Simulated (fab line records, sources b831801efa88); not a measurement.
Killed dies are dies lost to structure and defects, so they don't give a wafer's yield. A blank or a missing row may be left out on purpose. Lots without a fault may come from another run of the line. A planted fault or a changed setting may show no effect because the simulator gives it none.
fab line records | flow sfq_line
record lots=14 wafers=42 last_day=87
route steps=325 shown M3@128 M7@282 I7@296
lots that met no fault: from a run of the same line without faults
start_h: hours from the record's first day to the start of the lot's first wafer shown | wait_h: hours since the lot's step before | " the same as in the row above | L1.1+2: a row that stands for several wafers | - no value, or no start given | * or withheld: withheld | < > ~ a bound
route shown NAME@n: a module of which the file shows steps, and the number in the route of the first | usual: mean/standard deviation of fault-free wafers | same: alike in all rows | chamber/n: place in a boat | sites: the reading at each site | _std_site: their standard deviation | _edge_site: outer sites' mean less inner sites' | radius_mm: how far each site lies from the wafer's centre | mask NAME#n: copy n | behind: the tool/chamber that last shaped the wafer | hold: why the lot was held/for how many hours/how that ended | device: the transistor (n, p or np) that didn't switch | end of line: the same wafers' tests at the end of the route | a step without rows: its recipe alone | killed: dies lost to structure and defects at the first sort, not the wafer's yield | map: a wafer's dies, x killed, . not, _ none there
set.NAME: the setting as run; set.NAME@STEP: as run at that earlier step | model.NAME: the simulator's own value behind a step, which no gauge read
steps of the route over a sample of lots; a table a step, a row a wafer
services: from which hour (start_h, from the record's first day; less than 0 if before it) a tool's chamber was out of use, for how many hours, and why
## steps
# step SFQ_M3_OVL_MEAS_921
# usual M3_OVL=1/5.5
# columns lot.wafer tool chamber start_h wait_h M3_OVL[nm]
L690.2 overlay-01 - 555.04 0.1 0
L690.4 " - " " -1
L690.6 " - " " 2
L691.1 overlay-01 - 562.24 0.1 7
L691.3 " - " " 5
L691.6 " - " " 11
L692.1 overlay-02 - 570.64 0.1 -2
L692.3 " - " " -3
L692.4 " - " " -1
L693.1 overlay-02 - 611.52 0.1 6
L693.2 " - " " -1
L693.5 " - " " 6
L697.2 overlay-02 - 887.65 0.1 7
L697.4 " - " " 7
L697.6 " - " " 11
L698.2 overlay-02 - 892.45 0.1 1
L698.3 " - " " 9
L698.6 " - " " -3
L699.1 overlay-02 - 893.65 0.1 15
L699.3 " - " " 14
L699.6 " - " " 6
L700.3 overlay-02 - 896.06 0.1 1
L700.4 " - " " -2
L700.6 " - " " -2
L706.1 overlay-02 - 911.65 0.1 0
L706.2 " - " " 1
L706.3 " - " " 2
L707.1 overlay-01 - 912.85 0.1 1
L707.3 " - " " 6
L707.6 " - " " 4
L708.2 overlay-01 - 916.45 0.1 -9
L708.5 " - " " 2
L708.6 " - " " -5
L710.1 overlay-02 - 921.25 0.1 -5
L710.4 " - " " 2
L710.5 " - " " -6
L711.1 overlay-01 - 923.65 0.1 0
L711.3 " - " " -4
L711.6 " - " " 4
L713.1 overlay-01 - 930.85 0.1 -4
L713.2 " - " " -6
L713.3 " - " " -4
# step SFQ_TRILAYER_M7_DEP_SPUTTER_175
# recipe material=Nb base_pressure_pa=1.33e-06 chamber_pressure_pa=0.1333 substrate_temp_c=20 target_thk_nm=200 power_w=2000 time_s=133.3
# usual base_pressure_pa=1.34e-06/8.7e-08 throttle_valve_pct=29.9/0.88
# columns lot.wafer tool chamber start_h wait_h base_pressure_pa throttle_valve_pct
L690.2 pvd_sputter-06 - 1583.66 0.0 1.19e-06 31.1
L690.4 " - " " 1.38e-06 31.4
L690.6 " - " " 1.3e-06 30.7
L691.1 pvd_sputter-04 - 1589.66 0.0 1.26e-06 29.1
L691.3 " - " " 1.36e-06 29.6
L691.6 " - " " 1.4e-06 28.8
L692.1 pvd_sputter-05 - 1642.23 0.0 1.36e-06 29.3
L692.3 " - " " 1.35e-06 31.1
L692.4 " - " " 1.14e-06 29.9
L693.1 pvd_sputter-04 - 1644.63 0.0 1.38e-06 30.3
L693.2 " - " " 1.46e-06 29.0
L693.5 " - " " 1.34e-06 30.4
L697.2 pvd_sputter-06 - 1741.71 0.0 1.46e-06 29.1
L697.4 " - " " 1.33e-06 28.9
L697.6 " - " " 1.3e-06 30.5
L699.1 pvd_sputter-05 - 1744.72 0.0 1.35e-06 31.3
L699.3 " - " " 1.3e-06 29.3
L699.6 " - " " 1.42e-06 31.5
L698.2 pvd_sputter-05 - 1815.40 0.0 1.25e-06 31.4
L698.3 " - " " 1.4e-06 30.4
L698.6 " - " " 1.21e-06 30.3
L700.3 pvd_sputter-05 - 1819.00 0.0 1.41e-06 31.1
L700.4 " - " " 1.38e-06 30.4
L700.6 " - " " 1.43e-06 30.2
L706.1 pvd_sputter-04 - 1837.00 0.0 1.32e-06 30.3
L706.2 " - " " 1.29e-06 29.2
L706.3 " - " " 1.31e-06 28.8
L707.1 pvd_sputter-06 - 1841.80 0.0 1.38e-06 29.1
L707.3 " - " " 1.31e-06 28.9
L707.6 " - " " 1.35e-06 30.9
L708.2 pvd_sputter-04 - 1846.60 0.0 1.28e-06 28.9
L708.5 " - " " 1.33e-06 28.8
L708.6 " - " " 1.35e-06 30.4
L710.1 pvd_sputter-06 - 1858.15 0.0 1.51e-06 31.7
L710.4 " - " " 1.27e-06 29.3
L710.5 " - " " 1.38e-06 29.0
L711.1 pvd_sputter-06 - 1958.92 0.0 1.37e-06 30.7
L711.3 " - " " 1.36e-06 31.5
L711.6 " - " " 1.26e-06 29.0
L713.1 pvd_sputter-05 - 1966.14 0.0 1.31e-06 29.0
L713.2 " - " " 1.56e-06 30.7
L713.3 " - " " 1.46e-06 31.0
# step SFQ_M7_RS_MEAS_943
# recipe thk_meas_gauge=four-point-probe reads=Nb_of_TRILAYER_M7_DEP_SPUTTER_175
# usual M7_NB_RS=0.895/0.0088
# columns lot.wafer tool chamber start_h wait_h hold M7_NB_RS[ohm/sq]
L690.2 film_metro-01 - 1583.77 0.1 - 0.906
L690.4 " - " " - 0.910
L690.6 " - " " - 0.904
L691.1 film_metro-02 - 1589.75 0.0 - 0.903
L691.3 " - " " - 0.902
L691.6 " - " " - 0.897
L692.1 film_metro-04 - 1642.32 0.0 - 0.887
L692.3 " - " " - 0.890
L692.4 " - " " - 0.895
L693.1 film_metro-01 - 1644.72 0.0 - 0.894
L693.2 " - " " - 0.894
L693.5 " - " " - 0.891
L697.2 film_metro-04 - 1741.82 0.1 - 0.909
L697.4 " - " " - 0.918
L697.6 " - " " - 0.913
L699.1 film_metro-01 - 1744.81 0.0 - 0.893
L699.3 " - " " - 0.904
L699.6 " - " " - 0.899
L698.2 film_metro-01 - 1815.51 0.1 await_dispo/0.2h/release 0.898
L698.3 " - " " await_dispo/0.2h/release 0.897
L698.6 " - " " await_dispo/0.2h/release 0.703
L698.2 film_metro-01 - 1815.79 0.3 - 0.898
L698.3 " - " " - 0.896
L698.6 " - " " - 0.704
L700.3 film_metro-04 - 1819.13 0.1 await_dispo/0.2h/release 0.892
L700.4 " - " " await_dispo/0.2h/release 0.707
L700.6 " - " " await_dispo/0.2h/release 0.703
L700.3 film_metro-04 - 1819.41 0.3 - 0.890
L700.4 " - " " - 0.707
L700.6 " - " " - 0.704
L706.1 film_metro-02 - 1837.09 0.0 - 0.905
L706.2 " - " " - 0.907
L706.3 " - " " - 0.905
L707.1 film_metro-01 - 1841.89 0.0 - 0.906
L707.3 " - " " - 0.905
L707.6 " - " " - 0.901
L708.2 film_metro-01 - 1846.71 0.1 - 0.892
L708.5 " - " " - 0.893
L708.6 " - " " - 0.895
L710.1 film_metro-02 - 1858.24 0.0 - 0.879
L710.4 " - " " - 0.879
L710.5 " - " " - 0.873
L711.1 film_metro-01 - 1959.01 0.0 - 0.893
L711.3 " - " " - 0.894
L711.6 " - " " - 0.900
L713.1 film_metro-04 - 1966.23 0.0 - 0.899
L713.2 " - " " - 0.900
L713.3 " - " " - 0.892
# step SFQ_TRILAYER_M7_BARC_OPEN_METAL_ETCH_229
# recipe mask_material=PR chemistry=O2 target_depth_nm=125 target=BARC icp_w=600 bias_w=80 pressure_mtorr=10 time_s=41.7
# usual drypump_motor_current_A=5.5/0.48 oes_product_au=0.685/0.0046
# columns lot.wafer tool chamber start_h wait_h drypump_motor_current_A oes_product_au rf_hours_counter_h
L690.2 rie_metal-03 1 1719.98 0.0 6.4 0.693 67
L690.4 " 1 " " 6.4 0.682 -
L690.6 " 1 " " 6.4 0.676 -
L691.1 rie_metal-02 0 1729.71 0.0 5.5 0.689 72
L691.3 " 1 " " 5.7 0.683 -
L691.6 " 0 " " 5.5 0.676 -
L692.1 rie_metal-04 0 1770.73 0.1 4.9 0.686 22
L692.3 " 1 " " 5.4 0.685 -
L692.4 " 0 " " 4.9 0.683 -
L693.1 rie_metal-04 0 1772.59 0.0 4.9 0.686 22
L693.2 " 1 " " 5.5 0.687 94
L693.5 " 0 " " 4.9 0.692 -
L697.2 rie_metal-02 1 1806.76 0.0 5.7 0.682 107
L697.4 " 0 " " 5.4 0.683 -
L697.6 " 1 " " 5.7 0.694 -
L699.1 rie_metal-03 0 1807.96 0.0 5.1 0.688 113
L699.3 " 0 " " 5.1 0.680 -
L699.6 " 0 " " 5.1 0.677 -
L698.2 rie_metal-02 1 1824.82 0.8 5.7 0.684 110
L698.3 " 1 " " 5.7 0.686 -
L698.6 " 0 " " 5.5 0.678 -
L700.3 rie_metal-02 0 1832.49 0.0 5.5 0.687 -
L700.4 " 1 " " 5.6 0.684 -
L700.6 " 0 " " 5.5 0.685 -
L706.1 rie_metal-03 1 1843.24 0.0 6.4 0.687 89
L706.2 " 0 " " 5.1 0.684 120
L706.3 " 0 " " 5.1 0.689 -
L707.1 rie_metal-02 0 1848.79 0.0 5.5 0.684 89
L707.3 " 1 " " 5.7 0.686 -
L707.6 " 0 " " 5.5 0.690 -
L708.2 rie_metal-04 0 1853.59 0.0 4.9 0.681 36
L708.5 " 1 " " 5.5 0.686 -
L708.6 " 0 " " 4.9 0.685 -
L710.1 rie_metal-03 1 1969.97 0.0 6.4 0.683 98
L710.4 " 0 " " 5.1 0.683 -
L710.5 " 1 " " 6.4 0.678 -
L711.1 rie_metal-04 1 2050.83 0.0 5.4 0.685 2
L711.3 " 0 " " 4.9 0.693 -
L711.6 " 1 " " 5.5 0.676 -
L713.1 rie_metal-04 0 2056.83 0.0 4.9 0.688 56
L713.2 " 1 " " 5.5 0.678 2
L713.3 " 0 " " 4.9 0.697 -
# step SFQ_TRILAYER_M7_ETCH_METAL_ETCH_180
# recipe target=Nb stop_on=SiO2 mask_material=PR chemistry=Cl2/Ar target_depth_nm=240 icp_w=600 bias_w=80 pressure_mtorr=10 time_s=120
# usual drypump_motor_current_A=5.5/0.49 oes_product_au=0.891/0.0071
# columns lot.wafer tool chamber start_h wait_h drypump_motor_current_A oes_product_au rf_hours_counter_h
L690.2 rie_metal-03 1 1720.04 0.0 6.4 0.878 67
L690.4 " 1 " " 6.4 0.874 -
L690.6 " 1 " " 6.5 0.891 -
L691.1 rie_metal-02 0 1729.77 0.0 5.5 0.888 72
L691.3 " 1 " " 5.7 0.893 -
L691.6 " 0 " " 5.5 0.888 -
L692.1 rie_metal-04 0 1770.79 0.0 4.9 0.896 22
L692.3 " 1 " " 5.4 0.900 -
L692.4 " 0 " " 4.9 0.896 -
L693.1 rie_metal-04 0 1772.65 0.0 4.9 0.890 22
L693.2 " 1 " " 5.5 0.888 94
L693.5 " 0 " " 4.9 0.895 -
L697.2 rie_metal-02 1 1806.82 0.0 5.7 0.879 108
L697.4 " 0 " " 5.5 0.880 -
L697.6 " 1 " " 5.7 0.875 -
L699.1 rie_metal-03 0 1808.02 0.0 5.1 0.898 114
L699.3 " 0 " " 5.1 0.886 -
L699.6 " 0 " " 5.1 0.898 -
L698.2 rie_metal-02 1 1824.88 0.0 5.7 0.896 110
L698.3 " 1 " " 5.7 0.889 -
L698.6 " 0 " " 5.5 1.008 -
L700.3 rie_metal-02 0 1832.58 0.1 5.5 0.892 -
L700.4 " 1 " " 5.7 0.984 -
L700.6 " 0 " " 5.5 0.999 -
L706.1 rie_metal-03 1 1843.30 0.0 6.4 0.887 89
L706.2 " 0 " " 5.1 0.887 120
L706.3 " 0 " " 5.1 0.884 -
L707.1 rie_metal-02 0 1848.85 0.0 5.5 0.884 89
L707.3 " 1 " " 5.7 0.884 -
L707.6 " 0 " " 5.5 0.889 -
L708.2 rie_metal-04 0 1853.65 0.0 4.9 0.898 37
L708.5 " 1 " " 5.5 0.894 -
L708.6 " 0 " " 4.9 0.889 -
L710.1 rie_metal-03 1 1970.03 0.0 6.4 0.901 98
L710.4 " 0 " " 5.1 0.905 -
L710.5 " 1 " " 6.4 0.907 -
L711.1 rie_metal-04 1 2050.89 0.0 5.5 0.888 2
L711.3 " 0 " " 4.8 0.888 -
L711.6 " 1 " " 5.4 0.884 -
L713.1 rie_metal-04 0 2056.89 0.0 4.9 0.886 57
L713.2 " 1 " " 5.5 0.893 3
L713.3 " 0 " " 4.9 0.885 -
# step SFQ_TRILAYER_I7_DEP_PECVD_183
# recipe material=SiO2 temp_c=150 time_s=111.11 pressure_torr=2.4 rf_w=183.3 precursor=SiH4/N2O target_thk_nm=500
# usual heater_power_w=88/19 showerhead_vpp_V=833/40 throttle_valve_pct=24.2/1.4
# columns lot.wafer tool chamber start_h wait_h heater_power_w showerhead_vpp_V throttle_valve_pct
L690.2 pecvd-02 1 1720.94 0.0 80 837 23.0
L690.4 " 2 " " 80 909 26.1
L690.6 " 0 " " 81 842 27.3
L691.1 pecvd-04 2 1730.67 0.0 133 820 24.7
L691.3 " 0 " " 93 747 24.9
L691.6 " 0 " " 96 747 25.2
L692.1 pecvd-01 0 1771.69 0.0 100 795 23.5
L692.3 " 2 " " 72 855 22.7
L692.4 " 2 " " 74 874 23.3
L693.1 pecvd-02 2 1773.55 0.0 79 896 26.1
L693.2 " 1 " " 83 843 22.8
L693.5 " 1 " " 87 832 22.9
L697.2 pecvd-04 2 1807.72 0.0 138 831 24.5
L697.4 " 1 " " 93 803 24.7
L697.6 " 0 " " 94 760 24.9
L699.1 pecvd-01 1 1808.93 0.0 90 824 22.2
L699.3 " 2 " " 68 873 23.3
L699.6 " 1 " " 95 810 22.3
L698.2 pecvd-01 1 1825.78 0.0 89 812 22.3
L698.3 " 2 " " 64 862 23.4
L698.6 " 1 " " 91 821 22.4
L700.3 pecvd-01 0 1833.43 0.0 90 799 23.6
L700.4 " 1 " " 82 831 22.7
L700.6 " 0 " " 94 819 23.6
L706.1 pecvd-01 1 1844.20 0.0 94 815 22.5
L706.2 " 0 " " 94 790 23.7
L706.3 " 2 " " 66 860 23.7
L707.1 pecvd-02 1 1849.75 0.0 88 846 22.9
L707.3 " 0 " " 69 840 27.0
L707.6 " 0 " " 74 861 26.8
L708.2 pecvd-02 2 1854.55 0.0 70 899 26.1
L708.5 " 2 " " 75 914 26.2
L708.6 " 0 " " 77 843 26.8
L710.1 pecvd-01 2 1970.93 0.0 73 852 23.6
L710.4 " 2 " " 73 870 24.0
L710.5 " 2 " " 73 872 23.6
L711.1 pecvd-02 0 2051.84 0.0 84 840 26.9
L711.3 " 2 " " 83 908 26.0
L711.6 " 1 " " 86 827 22.9
L713.1 pecvd-04 1 2057.80 0.0 83 820 25.1
L713.2 " 0 " " 89 745 25.4
L713.3 " 2 " " 143 824 24.9
## services
# columns tool chamber start_h hours kind
rie_metal-02 1 1577.27 12.6 repair
rie_metal-03 1 1584.04 20.1 repair
rie_metal-04 - 1604.65 2.8 pm
rie_metal-02 0 1606.36 21.6 repair
pvd_sputter-05 - 1647.16 5.5 repair
rie_metal-03 1 1666.57 6.3 repair
pecvd-01 - 1686.25 14.0 pm
pecvd-01 0 1697.68 3.3 repair
pecvd-01 - 1733.30 0.6 repair
rie_metal-02 1 1751.67 18.5 repair
rie_metal-02 - 1767.73 14.6 pm
pecvd-01 2 1796.47 4.4 repair
rie_metal-02 - 1816.02 0.1 repair
rie_metal-03 - 1817.67 0.1 repair
rie_metal-02 - 1847.14 1.4 pm
rie_metal-02 0 1882.42 2.1 repair
rie_metal-03 1 1889.14 4.3 repair
pecvd-01 1 1903.19 6.1 repair
rie_metal-03 - 1943.98 14.6 pm
pecvd-01 0 1961.31 21.4 repair
pecvd-01 - 1975.95 1.4 repair
rie_metal-04 - 1998.13 0.9 repair
pecvd-01 - 2011.93 6.0 pm
pecvd-01 - 2027.27 2.8 pm
## key
first_sign step=SFQ_M7_RS_MEAS_943 reading=visit direction=added
effect step=SFQ_M7_RS_MEAS_943 reading=M7_NB_RS direction=down sigmas=22 usual=0.895 struck=0.705
effect step=SFQ_TRILAYER_M7_ETCH_METAL_ETCH_180 reading=oes_product_au direction=up sigmas=15 usual=0.891 struck=0.997
met_at SFQ_TRILAYER_M7_DEP_SPUTTER_175
struck_lots L698,L700
struck_wafers L698.6,L700.4,L700.6
not_acting_at SFQ_M3_OVL_MEAS_921,SFQ_TRILAYER_M7_BARC_OPEN_METAL_ETCH_229,SFQ_TRILAYER_I7_DEP_PECVD_183
onset_between 1744.72 1815.40
fault kind=process_parameter_drift tool=pvd_sputter-05 chamber=- onset_h=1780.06 steps=SFQ_TRILAYER_M7_DEP_SPUTTER_175 channel=time_s offset=* shape=step end_h=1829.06 scope=struck_wafers_only acts_in=* stated=*
